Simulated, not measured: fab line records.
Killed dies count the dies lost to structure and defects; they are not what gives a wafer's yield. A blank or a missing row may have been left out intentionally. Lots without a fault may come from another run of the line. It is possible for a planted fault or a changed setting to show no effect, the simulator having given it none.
fab line records	flow sky130
record: lots: 13	wafers: 39	lastDay: 50
route steps=708 shown PWDE@55 VT_ADJUST_LVTN@105 VT_ADJUST_NCORE@126 PAD_OPEN@708
lots that met no fault: taken from a fault-free run of the same line
startH: the number of hours between the record's first day and the start of the first shown wafer of the lot	waitH: how many hours have passed since the lot's step before this one	" repeats the value in the row above	L1.1+2: one row covering several wafers at once	- no value, or no start was given	* or withheld: withheld	< > ~ a bound
route shown NAME@n: a module of which the file shows steps, and the number in the route of the first	usual: average and standard deviation across the fault-free wafers	same: alike in all rows	chamber/n: place in a boat	sites: the reading at each site	_std_site: standard deviation of those values	_edge_site: outer sites' mean less inner sites'	radiusMm: how far each site lies from the wafer's centre	mask NAME#n: copy n	behind: tool/chamber where the wafer was last shaped	hold: the reason the lot was held/the length of the hold in hours/how it ended	device: names the non-switching transistor (n, p or np)	end of line: the tests these same wafers got at the end of their route	a step given without rows: its recipe and nothing more	killed: at the first sort, the dies lost to defects and structure; wafer yield is something else	map: a wafer's dies, x killed, . not, _ none there
set.NAME: the setting as run; set.NAME@STEP: as run at that earlier step	model.NAME: the simulator's own value behind a step, which no gauge read
a sample of lots followed through the steps of the route, with each step as a table and each wafer as a row
services: the hour from which a tool's chamber was out of use, counted from the record's first day as startH (under 0 if before that day), plus the number of hours and why
== steps ==
step: SKY_PWDE_TW_MEAS_10
usual: PWDE_TW: 376/4
lot.wafer	tool	chamber	startH	waitH	PWDE_TW
L748.1	filmMetro-03	-	78.01	0.1	375
L748.4	"	-	"	"	375
L748.5	"	-	"	"	376
L749.2	filmMetro-03	-	80.00	0.1	377
L749.3	"	-	"	"	376
L749.6	"	-	"	"	375
L751.1	filmMetro-03	-	85.66	0.1	376
L751.3	"	-	"	"	377
L751.4	"	-	"	"	376
L752.2	filmMetro-04	-	97.22	0.1	380
L752.3	"	-	"	"	382
L752.5	"	-	"	"	379
L754.1	filmMetro-04	-	102.12	0.1	377
L754.2	"	-	"	"	381
L754.4	"	-	"	"	378
L756.2	filmMetro-03	-	112.20	0.1	376
L756.4	"	-	"	"	376
L756.6	"	-	"	"	375
L757.1	filmMetro-04	-	119.26	0.1	379
L757.4	"	-	"	"	376
L757.6	"	-	"	"	379
L758.1	filmMetro-02	-	124.49	0.1	370
L758.2	"	-	"	"	369
L758.4	"	-	"	"	368
L759.3	filmMetro-03	-	130.58	0.1	376
L759.5	"	-	"	"	372
L759.6	"	-	"	"	374
L761.2	filmMetro-04	-	145.47	0.1	384
L761.3	"	-	"	"	381
L761.4	"	-	"	"	384
L763.1	filmMetro-03	-	155.31	0.1	376
L763.4	"	-	"	"	377
L763.6	"	-	"	"	376
L769.1	filmMetro-03	-	187.24	0.1	377
L769.3	"	-	"	"	377
L769.4	"	-	"	"	377
L771.1	filmMetro-03	-	205.86	0.1	378
L771.3	"	-	"	"	377
L771.6	"	-	"	"	376
step: SKY_VT_ADJUST_LVTN_IMPLANT_08
recipe: species: B	energyKev: 30	doseCm2: 1.57e+12	tiltDeg: withheld
usual: doseIonsCm2: 1.5701e+12/1.8e+09	faradayCurrentUA: 8.89/0.19
lot.wafer	tool	chamber	startH	waitH	doseIonsCm2	faradayCurrentUA
L748.1	implanter-04	0	151.14	0.0	1.5709e+12	8.74
L748.4	"	0	"	"	1.5696e+12	8.60
L748.5	"	0	"	"	1.5705e+12	8.95
L749.2	implanter-03	0	153.67	0.0	1.5678e+12	8.85
L749.3	"	0	"	"	1.5722e+12	8.93
L749.6	"	0	"	"	1.5676e+12	8.92
L751.1	implanter-03	0	161.01	0.0	1.5704e+12	8.99
L751.3	"	0	"	"	1.5705e+12	8.91
L751.4	"	0	"	"	1.5697e+12	9.23
L752.2	implanter-01	0	174.45	0.0	1.5695e+12	8.95
L752.3	"	0	"	"	1.5691e+12	9.04
L752.5	"	0	"	"	1.5706e+12	8.94
L754.1	implanter-04	0	180.46	0.0	1.5673e+12	8.71
L754.2	"	0	"	"	1.5662e+12	9.45
L754.4	"	0	"	"	1.5693e+12	9.06
L756.2	implanter-03	0	192.14	0.0	1.5724e+12	8.90
L756.4	"	0	"	"	1.5726e+12	8.73
L756.6	"	0	"	"	1.5716e+12	8.52
L757.1	implanter-01	0	201.08	0.0	1.5712e+12	8.75
L757.4	"	0	"	"	1.5711e+12	8.92
L757.6	"	0	"	"	1.572e+12	9.06
L758.1	implanter-01	0	204.91	0.0	1.5717e+12	8.80
L758.2	"	0	"	"	1.5735e+12	9.11
L758.4	"	0	"	"	1.5717e+12	8.59
L759.3	implanter-01	0	213.21	0.1	9.929e+11	5.54
L759.5	"	0	"	"	9.909e+11	5.62
L759.6	"	0	"	"	9.937e+11	5.59
L761.2	implanter-03	0	230.65	0.0	1.5676e+12	8.48
L761.3	"	0	"	"	1.5689e+12	8.72
L761.4	"	0	"	"	1.5687e+12	8.61
L763.1	implanter-01	0	241.69	0.0	9.905e+11	5.70
L763.4	"	0	"	"	9.924e+11	5.56
L763.6	"	0	"	"	9.921e+11	5.61
L769.1	implanter-03	0	280.79	0.0	1.5684e+12	8.79
L769.3	"	0	"	"	1.5685e+12	8.82
L769.4	"	0	"	"	1.5674e+12	8.87
L771.1	implanter-03	0	302.68	0.0	1.5718e+12	8.96
L771.3	"	0	"	"	1.5699e+12	8.88
L771.6	"	0	"	"	1.5719e+12	8.98
step: SKY_VT_ADJUST_LVTN_TW_MEAS_10
usual: VT_ADJUST_LVTN_TW: 240.2/2.3
lot.wafer	tool	chamber	startH	waitH	VT_ADJUST_LVTN_TW
L748.1	filmMetro-01	-	151.39	0.1	239.9
L748.4	"	-	"	"	239.4
L748.5	"	-	"	"	239.6
L749.2	filmMetro-02	-	153.90	0.1	238.0
L749.3	"	-	"	"	238.4
L749.6	"	-	"	"	238.6
L751.1	filmMetro-03	-	161.26	0.1	243.3
L751.3	"	-	"	"	243.2
L751.4	"	-	"	"	242.9
L752.2	filmMetro-02	-	174.69	0.1	240.1
L752.3	"	-	"	"	238.6
L752.5	"	-	"	"	239.1
L754.1	filmMetro-01	-	180.71	0.1	237.9
L754.2	"	-	"	"	237.9
L754.4	"	-	"	"	240.1
L756.2	filmMetro-01	-	192.37	0.1	240.2
L756.4	"	-	"	"	238.9
L756.6	"	-	"	"	240.3
L757.1	filmMetro-01	-	201.33	0.1	238.5
L757.4	"	-	"	"	239.1
L757.6	"	-	"	"	239.6
L758.1	filmMetro-03	-	205.16	0.1	245.8
L758.2	"	-	"	"	243.0
L758.4	"	-	"	"	244.0
L759.3	filmMetro-02	-	213.43	0.1	210.8
L759.5	"	-	"	"	210.0
L759.6	"	-	"	"	210.3
L761.2	filmMetro-03	-	230.89	0.1	245.7
L761.3	"	-	"	"	244.7
L761.4	"	-	"	"	244.6
L763.1	filmMetro-02	-	241.94	0.1	211.2
L763.4	"	-	"	"	209.4
L763.6	"	-	"	"	210.4
L769.1	filmMetro-03	-	281.04	0.1	243.8
L769.3	"	-	"	"	243.4
L769.4	"	-	"	"	243.5
L771.1	filmMetro-01	-	302.93	0.1	238.8
L771.3	"	-	"	"	238.5
L771.6	"	-	"	"	238.9
step: SKY_VT_ADJUST_LVTN_TW_MEAS_21
usual: VT_ADJUST_LVTN_2_TW: 187.6/1.8
lot.wafer	tool	chamber	startH	waitH	VT_ADJUST_LVTN_2_TW
L748.1	filmMetro-03	-	170.38	0.1	189.6
L748.4	"	-	"	"	190.6
L748.5	"	-	"	"	189.6
L749.2	filmMetro-02	-	172.44	0.1	185.9
L749.3	"	-	"	"	185.2
L749.6	"	-	"	"	186.3
L751.1	filmMetro-01	-	181.24	0.1	186.4
L751.3	"	-	"	"	186.6
L751.4	"	-	"	"	186.4
L752.2	filmMetro-03	-	195.27	0.1	189.1
L752.3	"	-	"	"	187.8
L752.5	"	-	"	"	189.7
L754.1	filmMetro-01	-	202.89	0.1	186.2
L754.2	"	-	"	"	186.8
L754.4	"	-	"	"	186.9
L756.2	filmMetro-02	-	214.32	0.1	186.3
L756.4	"	-	"	"	186.7
L756.6	"	-	"	"	186.1
L757.1	filmMetro-01	-	223.48	0.1	186.3
L757.4	"	-	"	"	187.5
L757.6	"	-	"	"	186.9
L758.1	filmMetro-01	-	228.41	0.1	186.9
L758.2	"	-	"	"	186.7
L758.4	"	-	"	"	186.5
L759.3	filmMetro-01	-	236.60	0.1	186.9
L759.5	"	-	"	"	187.3
L759.6	"	-	"	"	186.3
L761.2	filmMetro-03	-	254.77	0.1	191.0
L761.3	"	-	"	"	191.2
L761.4	"	-	"	"	191.1
L763.1	filmMetro-01	-	266.28	0.1	187.7
L763.4	"	-	"	"	186.3
L763.6	"	-	"	"	186.5
L769.1	filmMetro-02	-	306.04	0.1	187.6
L769.3	"	-	"	"	187.6
L769.4	"	-	"	"	188.1
L771.1	filmMetro-03	-	329.57	0.1	190.2
L771.3	"	-	"	"	190.9
L771.6	"	-	"	"	190.5
step: SKY_VT_ADJUST_NCORE_CD_MEAS_07
recipe: targetCdNm: 380
usual: cdNm: 380.3/2.9
lot.wafer	tool	chamber	startH	waitH	cdNm
L748.1	cdSem-02	-	190.93	0.1	379.0
L748.4	"	-	"	"	380.9
L748.5	"	-	"	"	380.8
L749.2	cdSem-02	-	193.28	0.1	384.9
L749.3	"	-	"	"	384.8
L749.6	"	-	"	"	386.7
L751.1	cdSem-01	-	202.91	0.1	381.1
L751.3	"	-	"	"	381.2
L751.4	"	-	"	"	381.7
L752.2	cdSem-02	-	216.88	0.1	375.0
L752.3	"	-	"	"	371.7
L752.5	"	-	"	"	374.5
L754.1	cdSem-01	-	225.58	0.1	380.1
L754.2	"	-	"	"	382.2
L754.4	"	-	"	"	379.4
L756.2	cdSem-01	-	237.45	0.1	374.7
L756.4	"	-	"	"	377.0
L756.6	"	-	"	"	375.1
L757.1	cdSem-02	-	245.37	0.1	380.5
L757.4	"	-	"	"	377.9
L757.6	"	-	"	"	381.1
L758.1	cdSem-02	-	251.35	0.1	382.8
L758.2	"	-	"	"	382.7
L758.4	"	-	"	"	379.7
L759.3	cdSem-01	-	260.31	0.1	379.6
L759.5	"	-	"	"	378.0
L759.6	"	-	"	"	382.0
L761.2	cdSem-01	-	278.74	0.1	385.1
L761.3	"	-	"	"	385.4
L761.4	"	-	"	"	384.2
L763.1	cdSem-01	-	290.50	0.1	382.3
L763.4	"	-	"	"	379.4
L763.6	"	-	"	"	381.8
L769.1	cdSem-01	-	332.22	0.1	379.7
L769.3	"	-	"	"	379.8
L769.4	"	-	"	"	380.3
L771.1	cdSem-02	-	355.42	0.1	380.5
L771.3	"	-	"	"	375.7
L771.6	"	-	"	"	377.5
step: SKY_PAD_OPEN_PROBE_99
usual: killed_at_M0_to_M3: 44/7.4	killed_at_M4_up: 3.0/1.8	killedAtContacts: 24/5.1	killedAtFrontEnd: 15/4.3	killedAtOther: 0.3/0.54	killedDies: 86/9.9	killedOpen: 47/7.1	killedShort: 38/6.7
same: grossDies: 492	killedAtBackSide: 0
lot.wafer	tool	chamber	startH	waitH	killed_at_M0_to_M3	killed_at_M4_up	killedAtContacts	killedAtFrontEnd	killedAtOther	killedDies	killedOpen	killedShort
L756.2	prober-01	-	1132.20	0.1	42	1	34	11	0	88	49	39
L756.4	prober-01	-	1132.30	0.2	48	2	21	15	0	86	44	42
L756.6	prober-01	-	1132.40	0.2	37	1	29	14	0	81	42	39
L757.1	prober-01	-	1143.98	0.1	55	4	23	12	1	95	53	42
L757.4	prober-01	-	1144.13	0.2	34	5	30	14	1	84	38	46
L757.6	prober-01	-	1144.23	0.2	47	1	22	11	0	81	48	33
L758.1	prober-02	-	1145.75	0.1	38	2	22	12	0	74	41	33
L758.2	prober-02	-	1145.80	0.1	41	2	20	11	0	74	37	37
L758.4	prober-02	-	1145.90	0.2	51	4	24	14	0	93	49	44
L759.3	prober-01	-	1149.58	0.2	43	2	29	19	0	93	53	40
L759.5	prober-01	-	1149.68	0.2	48	3	25	11	0	87	43	44
L759.6	prober-01	-	1149.73	0.2	43	7	23	19	1	93	54	39
L769.1	prober-01	-	1195.44	0.1	50	4	22	19	0	95	51	44
L769.3	prober-01	-	1195.54	0.2	40	3	13	12	0	68	39	29
L769.4	prober-01	-	1195.59	0.2	47	2	24	14	1	88	46	42
killed by level:class
L756.2 LI_CONTACT:geometricParticle:open=11 CONTACT:geometricParticle:open=11 CONTACT:geometricParticle:short=7 VIA2:geometricParticle:open=7 METAL2:geometricParticle:short=6 METAL1:geometricParticle:short=6 VIA1:geometricParticle:short=6 VIA1:geometricParticle:open=6
L756.4 VIA1:geometricParticle:open=15 METAL2:geometricParticle:short=9 LI_CONTACT:geometricParticle:open=7 POLY_GATE:geometricParticle:short=6 VIA1:geometricParticle:short=6 VIA3:geometricParticle:open=5 CONTACT:geometricParticle:open=5 FIELD_ISO:geometricParticle:open=4
L756.6 LI_CONTACT:geometricParticle:open=12 CONTACT:geometricParticle:open=6 METAL2:geometricParticle:short=6 VIA1:geometricParticle:open=5 FIELD_ISO:geometricParticle:short=4 METAL3:geometricParticle:short=4 LOCAL_INTERCONNECT:geometricParticle:short=4 CONTACT:geometricParticle:short=4
L757.1 CONTACT:geometricParticle:open=11 VIA1:geometricParticle:short=9 VIA1:geometricParticle:open=9 METAL1:geometricParticle:short=8 VIA3:geometricParticle:open=7 METAL2:geometricParticle:short=6 VIA2:geometricParticle:open=6 LI_CONTACT:geometricParticle:open=5
L757.4 CONTACT:geometricParticle:open=10 LI_CONTACT:geometricParticle:short=8 FIELD_ISO:geometricParticle:short=7 METAL1:geometricParticle:short=7 VIA3:geometricParticle:open=6 CONTACT:geometricParticle:short=5 FIELD_ISO:geometricParticle:open=4 LI_CONTACT:geometricParticle:open=4
L757.6 VIA1:geometricParticle:open=12 VIA2:geometricParticle:open=10 LI_CONTACT:geometricParticle:open=8 CONTACT:geometricParticle:open=7 POLY_GATE:geometricParticle:short=6 METAL1:geometricParticle:short=6 VIA1:geometricParticle:short=5 VIA3:geometricParticle:open=5
L758.1 VIA2:geometricParticle:open=8 LI_CONTACT:geometricParticle:open=7 CONTACT:geometricParticle:open=7 METAL2:geometricParticle:short=7 VIA1:geometricParticle:short=6 VIA3:geometricParticle:open=6 LOCAL_INTERCONNECT:geometricParticle:short=5 VIA1:geometricParticle:open=5
L758.2 VIA1:geometricParticle:open=10 LI_CONTACT:geometricParticle:open=7 VIA2:geometricParticle:open=6 POLY_GATE:geometricParticle:short=5 VIA1:geometricParticle:short=5 POLY_GATE:geometricParticle:open=4 VIA2:geometricParticle:short=4 LOCAL_INTERCONNECT:geometricParticle:short=4
L758.4 VIA1:geometricParticle:open=13 VIA2:geometricParticle:open=8 LI_CONTACT:geometricParticle:short=7 CONTACT:geometricParticle:short=6 CONTACT:geometricParticle:open=6 METAL1:geometricParticle:short=6 POLY_GATE:geometricParticle:open=5 METAL2:geometricParticle:short=5
L759.3 VIA1:geometricParticle:open=12 CONTACT:geometricParticle:open=10 METAL2:geometricParticle:short=7 LI_CONTACT:geometricParticle:open=6 VIA3:geometricParticle:open=6 FIELD_ISO:geometricParticle:short=4 LI_CONTACT:geometricParticle:short=4 VIA1:geometricParticle:short=4
L759.5 CONTACT:geometricParticle:open=12 METAL1:geometricParticle:short=10 VIA1:geometricParticle:open=8 VIA1:geometricParticle:short=7 METAL2:geometricParticle:short=6 VIA2:geometricParticle:open=6 VIA3:geometricParticle:open=5 LOCAL_INTERCONNECT:geometricParticle:short=4
L759.6 VIA1:geometricParticle:open=12 VIA2:geometricParticle:open=11 LI_CONTACT:geometricParticle:open=7 CONTACT:geometricParticle:open=7 FIELD_ISO:geometricParticle:open=5 POLY_GATE:geometricParticle:short=5 LOCAL_INTERCONNECT:geometricParticle:short=4 VIA3:geometricParticle:open=4
L769.1 VIA1:geometricParticle:open=16 VIA1:geometricParticle:short=9 LOCAL_INTERCONNECT:geometricParticle:short=6 FIELD_ISO:geometricParticle:open=5 FIELD_ISO:geometricParticle:short=5 VIA2:geometricParticle:open=5 LI_CONTACT:geometricParticle:open=5 VIA2:geometricParticle:short=5
L769.3 VIA1:geometricParticle:open=13 VIA2:geometricParticle:open=6 FIELD_ISO:geometricParticle:short=5 VIA3:geometricParticle:open=5 CONTACT:geometricParticle:open=4 VIA1:geometricParticle:short=4 VIA3:geometricParticle:short=4 SPACER:geometricParticle:open=3
L769.4 CONTACT:geometricParticle:open=10 VIA1:geometricParticle:open=8 VIA2:geometricParticle:open=8 LI_CONTACT:geometricParticle:open=7 VIA3:geometricParticle:short=7 VIA3:geometricParticle:open=6 SPACER:geometricParticle:short=5 CONTACT:geometricParticle:short=5
== services ==
tool	chamber	startH	hours	kind
implanter-04	-	133.44	10.2	repair
implanter-01	-	158.94	7.6	repair
implanter-01	-	183.72	6.3	repair
implanter-01	-	251.33	5.2	pm
implanter-03	-	283.06	2.9	pm
== key ==
firstSign: step: SKY_VT_ADJUST_LVTN_IMPLANT_08	reading: doseIonsCm2	direction: down	sigmas: 99+	usual: *	struck: *
effect: step: SKY_VT_ADJUST_LVTN_IMPLANT_08	reading: faradayCurrentUA	direction: down	sigmas: 18	usual: 8.89	struck: 5.60
effect: step: SKY_VT_ADJUST_LVTN_TW_MEAS_10	reading: VT_ADJUST_LVTN_TW	direction: down	sigmas: 13	usual: 240.2	struck: 210.3
metAt SKY_VT_ADJUST_LVTN_IMPLANT_08
struckLots L759,L763
testerLeftOut L759,L763
notActingAt SKY_PWDE_TW_MEAS_10,SKY_VT_ADJUST_LVTN_TW_MEAS_21,SKY_VT_ADJUST_NCORE_CD_MEAS_07
onsetBetween 204.91 213.21
fault: kind: processParameterDrift	tool: implanter-01	chamber: -	onsetH: 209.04	steps: SKY_VT_ADJUST_LVTN_IMPLANT_08	channel: doseCm2	offset: *	shape: step	endH: 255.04	actsIn: *	stated: *
testerLeftOut: of these lots the tester's yield and bins aren't shown, on N5 and GAA mostly nor the transistor test; their killed dies are dies lost to structure and defects alone, not to doping, threshold or leakage, so they don't give the yield
